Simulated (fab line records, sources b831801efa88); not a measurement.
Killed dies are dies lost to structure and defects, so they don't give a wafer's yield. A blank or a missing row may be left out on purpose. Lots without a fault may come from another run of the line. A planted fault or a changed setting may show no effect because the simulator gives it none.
A struck lot beside a sound one | flow sky130 | 15 steps out of a route of 708
Sound: wafers L486.1, L486.3, L486.5. Struck: wafers L494.3, L494.5, L494.6. The cause comes at the end.
At each step with rows: each side's tool, then ch and its chambers, then its first start. Under that, the readings that differ: sound wafers | struck wafers | difference of the means | sigmas: that difference in standard deviations of wafers without a fault.
alike: readings whose means differ by less than 2 such deviations, and words and numbers that are the same on both sides. not compared: withheld readings, readings that some wafer has no value for, bounds like >300 that may hide the same value, and numbers for which the record gives no deviation and whose values overlap.
The two part at a step that has a row with sigmas, a row that says differs or no value, or rows on one side only. Numbers that don't overlap but have no deviation are shown without sigmas and don't part them. A reading that every wafer of one side lacks parts them only if that side has two wafers or more.

first, 1 step without rows for these wafers: SKY_GATE_OXIDE_OXIDATION_01 (stabilise 600 s, purge 300 s, target thk 10.268 nm).
SKY_GATE_OXIDE_THK_MEAS_02:
  sound on film_metro-01, day 14 13:41; struck on film_metro-01, day 17 09:53
  alike: GATE_OXIDE_OXIDATION_00_THK
then, 7 steps without rows for these wafers: SKY_GATE_OXIDE_DEHYDRATE_03 (time 60 s); SKY_GATE_OXIDE_HMDS_04 (prime time 60 s); SKY_GATE_OXIDE_COAT_05 (resist thk 1140 nm); SKY_GATE_OXIDE_SOFTBAKE_06 (time 60 s); SKY_GATE_OXIDE_EXPOSE_07 (exposes mask LVOM, target cd 600 nm); SKY_GATE_OXIDE_PEB_08; SKY_GATE_OXIDE_DEVELOP_09 (develop time 60 s).
SKY_GATE_OXIDE_OVL_MEAS_10:
  sound on overlay-02, day 15 16:41; struck on overlay-01, day 18 15:24
  alike: GATE_OXIDE_OVL
then, 2 steps without rows for these wafers: SKY_GATE_OXIDE_IMPLANT_11; SKY_GATE_OXIDE_WET_ETCH_12 (etches SiO2 in dHF, target depth 16.8 nm, time 336 s).
SKY_GATE_OXIDE_STRIP_13: strips in O2/N2.
  sound on plasma_asher-01 ch 0,1, day 15 16:59; struck on plasma_asher-02 ch 0,1, day 18 15:43
  reading                                         | sound             | struck            | difference                    | sigmas
  oes_product_au (a.u.)                           | 0.716 0.717 0.724 | 0.928 0.949 0.946 | +0.222                        | +50
  strip_time_to_endpoint_s (s)                    | 14.18 14.18 14.14 | - - -             | no value on the struck wafers |
  model.NOVOLAK_of_GATE_OXIDE_COAT_05.thk_nm (nm) | 0 0 0             | 341.6 341.7 341.5 | +341.6                        |
  alike: chamber_pressure_mTorr, drypump_motor_current_A, n2_flow_sccm
  not compared: rf_hours_counter_h
SKY_GATE_OXIDE_TW_MEAS_14:
  sound on film_metro-03, day 15 17:05; struck on film_metro-02, day 18 15:48
  alike: GATE_OXIDE_TW
-- the record jumps here: 30 days lie between the struck wafers' starts before and after (it left off in module GATE_OXIDE and takes up again in module PAD_OPEN, whose first step shown is number 708 of the route) --
SKY_PAD_OPEN_PROBE_99:
  sound on prober-02, day 47 09:07; struck on prober-01, day 49 02:34
  reading             | sound    | struck      | difference | sigmas
  killed_at_front_end | 14 12 19 | 418 421 428 | +407       | +99 or more
  killed_dies         | 86 83 88 | 492 492 492 | +406       | +46
  killed_on_rim       | 13 17 18 | 96 96 96    | +80        | +23
  alike: killed_at_M0_to_M3, killed_at_M4_up, killed_at_contacts, killed_at_other, killed_open, killed_short

WHERE THEY PART
First at SKY_GATE_OXIDE_STRIP_13; last, within this record, at SKY_PAD_OPEN_PROBE_99.

WHY: what the simulator had put in
Strip aborted: plasma_asher-02, from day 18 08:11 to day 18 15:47, at SKY_GATE_OXIDE_STRIP_13. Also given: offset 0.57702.
